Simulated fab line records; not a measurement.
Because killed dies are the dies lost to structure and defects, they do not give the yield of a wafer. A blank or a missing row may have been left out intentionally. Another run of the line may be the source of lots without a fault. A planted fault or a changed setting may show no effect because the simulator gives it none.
Chamber matching / flow sky130 / pecvd-03 running SKY_PASSIVATION_CVD_00: 3 sister chambers
The step deposits SiO2, target thk 90 nm. 22 wafers are shown with their chamber, then 11 later ones without.

WAFERS WITH THEIR CHAMBER
wafer=L075.1; chamber=1; heaterPowerW (W)=716
wafer=L075.3; chamber=2; heaterPowerW (W)=612
wafer=L075.6; chamber=2; heaterPowerW (W)=619
wafer=L077.3; chamber=0; heaterPowerW (W)=573
wafer=L077.5; chamber=1; heaterPowerW (W)=755
wafer=L077.6; chamber=0; heaterPowerW (W)=565
wafer=L079.1; chamber=2; heaterPowerW (W)=669
wafer=L079.4; chamber=2; heaterPowerW (W)=668
wafer=L079.6; chamber=0; heaterPowerW (W)=615
wafer=L083.1; chamber=1; heaterPowerW (W)=791
wafer=L083.3; chamber=2; heaterPowerW (W)=659
wafer=L083.5; chamber=0; heaterPowerW (W)=573
wafer=L084.1; chamber=0; heaterPowerW (W)=602
wafer=L084.4; chamber=1; heaterPowerW (W)=773
wafer=L084.6; chamber=2; heaterPowerW (W)=563
wafer=L085.3; chamber=2; heaterPowerW (W)=595
wafer=L085.4; chamber=1; heaterPowerW (W)=738
wafer=L085.6; chamber=0; heaterPowerW (W)=629
wafer=L086.4; chamber=1; heaterPowerW (W)=609
wafer=L086.5; chamber=0; heaterPowerW (W)=610
wafer=L086.6; chamber=2; heaterPowerW (W)=657
wafer=L088.1; chamber=0; heaterPowerW (W)=602

SIGNATURES, as means of the wafers listed above
reading=heaterPowerW; chamber 0=596.12; chamber 1=730.33; chamber 2=630.25; scatter within a chamber=43.2
Rule: for a wafer and a chamber, the distance is found by dividing, reading by reading, the gap between the wafer's reading and the chamber's mean by the reading's scatter, squaring, summing and taking the root. The wafer belongs to the nearest chamber; if the next one is less than 2 further off, it can't be placed. The scatter: the root of (the sum of the squares of (reading less its chamber's mean) over the shown wafers, divided by (wafers less chambers)).

WAFERS MISSING THEIR CHAMBER
wafer=L088.2; heaterPowerW (W)=563
wafer=L088.3; heaterPowerW (W)=726
wafer=L087.2; heaterPowerW (W)=707
wafer=L087.5; heaterPowerW (W)=521
wafer=L087.6; heaterPowerW (W)=653
wafer=L090.2; heaterPowerW (W)=535
wafer=L090.3; heaterPowerW (W)=658
wafer=L090.5; heaterPowerW (W)=531
wafer=L094.2; heaterPowerW (W)=706
wafer=L094.3; heaterPowerW (W)=537
wafer=L094.6; heaterPowerW (W)=708

WHICH CHAMBER EACH WENT THROUGH
wafer=L088.2; from the rows above=can't be placed: 0 or 2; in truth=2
wafer=L088.3; from the rows above=1; in truth=1
wafer=L087.2; from the rows above=can't be placed: 1 or 2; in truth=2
wafer=L087.5; from the rows above=can't be placed: 0 or 2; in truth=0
wafer=L087.6; from the rows above=can't be placed: 2 or 0 or 1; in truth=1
wafer=L090.2; from the rows above=can't be placed: 0 or 2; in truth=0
wafer=L090.3; from the rows above=can't be placed: 2 or 0 or 1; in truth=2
wafer=L090.5; from the rows above=can't be placed: 0 or 2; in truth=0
wafer=L094.2; from the rows above=can't be placed: 1 or 2 or 0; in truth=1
wafer=L094.3; from the rows above=can't be placed: 0 or 2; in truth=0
wafer=L094.6; from the rows above=can't be placed: 1 or 2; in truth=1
Correct placement for 1 of the 11. From these rows, 10 cannot be placed; in 10 the true chamber is one of the candidates. 0 placed wrongly.
